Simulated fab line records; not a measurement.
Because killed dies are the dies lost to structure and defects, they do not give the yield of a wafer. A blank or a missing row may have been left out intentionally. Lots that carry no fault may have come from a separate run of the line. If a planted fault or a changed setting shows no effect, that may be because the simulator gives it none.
Which of the tools did it? || flow sky130 || Sampling: 13 lots, 39 wafers, 2 of 708 route steps

== WHAT THE GAUGES SHOWED, per wafer ==
SKY_VIA4_BOW_MEAS_03.
{"lot": "L387", "measured": "day 41 21:22", "on": "film metro-03", "VIA4_BOW (um)": "82 80 68"}
{"lot": "L388", "measured": "day 42 02:40", "on": "film metro-01", "VIA4_BOW (um)": "82 94 80"}
{"lot": "L389", "measured": "day 42 12:51", "on": "film metro-03", "VIA4_BOW (um)": "76 68 72"}
{"lot": "L391", "measured": "day 43 18:35", "on": "film metro-01", "VIA4_BOW (um)": "86 82 86"}
{"lot": "L392", "measured": "day 44 01:23", "on": "film metro-01", "VIA4_BOW (um)": "70 88 82"}
{"lot": "L394", "measured": "day 44 06:33", "on": "film metro-02", "VIA4_BOW (um)": "73 84 73"}
{"lot": "L393", "measured": "day 44 09:59", "on": "film metro-03", "VIA4_BOW (um)": "81 87 80"}
{"lot": "L395", "measured": "day 45 00:25", "on": "film metro-01", "VIA4_BOW (um)": "78 78 83"}
{"lot": "L398", "measured": "day 45 05:07", "on": "film metro-02", "VIA4_BOW (um)": "68 63 70"}
{"lot": "L401", "measured": "day 46 06:04", "on": "film metro-02", "VIA4_BOW (um)": "92 81 77"}
{"lot": "L407", "measured": "day 47 07:56", "on": "film metro-02", "VIA4_BOW (um)": "74 64 87"}
{"lot": "L408", "measured": "day 47 19:19", "on": "film metro-03", "VIA4_BOW (um)": "81 89 76"}
{"lot": "L410", "measured": "day 47 20:41", "on": "film metro-01", "VIA4_BOW (um)": "66 89 79"}

== EACH LOT AND THE TOOL THAT RAN IT (in order: tool; ch and the chambers of the sampled wafers; start) ==
{"lot": "L387", "SKY_SONOS_ONO_WET_ETCH_18": "wet bench-04 ch 3, day 12 16:13"}
{"lot": "L388", "SKY_SONOS_ONO_WET_ETCH_18": "wet bench-01 ch 3, day 12 19:19"}
{"lot": "L389", "SKY_SONOS_ONO_WET_ETCH_18": "wet bench-01 ch 0, day 13 09:10"}
{"lot": "L391", "SKY_SONOS_ONO_WET_ETCH_18": "wet bench-03 ch 3, day 14 18:34"}
{"lot": "L392", "SKY_SONOS_ONO_WET_ETCH_18": "wet bench-01 ch 3, day 15 03:12"}
{"lot": "L394", "SKY_SONOS_ONO_WET_ETCH_18": "wet bench-01 ch 0, day 15 08:22"}
{"lot": "L393", "SKY_SONOS_ONO_WET_ETCH_18": "wet bench-03 ch 2, day 15 11:31"}
{"lot": "L395", "SKY_SONOS_ONO_WET_ETCH_18": "wet bench-01 ch 3, day 16 07:16"}
{"lot": "L398", "SKY_SONOS_ONO_WET_ETCH_18": "wet bench-01 ch 2, day 16 14:07"}
{"lot": "L401", "SKY_SONOS_ONO_WET_ETCH_18": "wet bench-01 ch 1, day 18 00:25"}
{"lot": "L407", "SKY_SONOS_ONO_WET_ETCH_18": "wet bench-04 ch 2, day 19 15:19"}
{"lot": "L408", "SKY_SONOS_ONO_WET_ETCH_18": "wet bench-04 ch 2, day 20 03:03"}
{"lot": "L410", "SKY_SONOS_ONO_WET_ETCH_18": "wet bench-04 ch 1, day 20 13:58"}
- SKY_SONOS_ONO_WET_ETCH_18: etches Si3N4 in H3PO4, target depth 15 nm, time 172 s.

== AS READ BY THE TOOLS THEMSELVES (means over the sampled wafers that have a number; for cases with no such wafer, the mark the record gives instead) ==
The record holds no such reading with a usual standard deviation.

== THE ANSWER, worked out from the rows above alone ==
Rule: what is usual is taken from the lots themselves. Put in order of their means at a reading, lots are off if they are a third of the lots or fewer, leave a main group of 4 or more, and stand apart from it by a gap of 3 or more times the standard deviation of the main group's means; of several such gaps the widest counts. If all means in a main group match to the digits the tables above print for the reading, that group is not used. Also off: a lot with no number at a reading for which 4 or more lots have one. Where the step has rows for the other lots, those lots are counted as sound. Order of review: gauges by route order, followed by the tools' own readings, for which a lot's mean as printed above is used. The first step at which some lot is off is used, and at that step the reading that is off furthest; a lot without a number counts as furthest.
Nothing can be told from this: no lot is off at any reading shown.

== WHAT THE SIMULATOR HAD PUT IN ==
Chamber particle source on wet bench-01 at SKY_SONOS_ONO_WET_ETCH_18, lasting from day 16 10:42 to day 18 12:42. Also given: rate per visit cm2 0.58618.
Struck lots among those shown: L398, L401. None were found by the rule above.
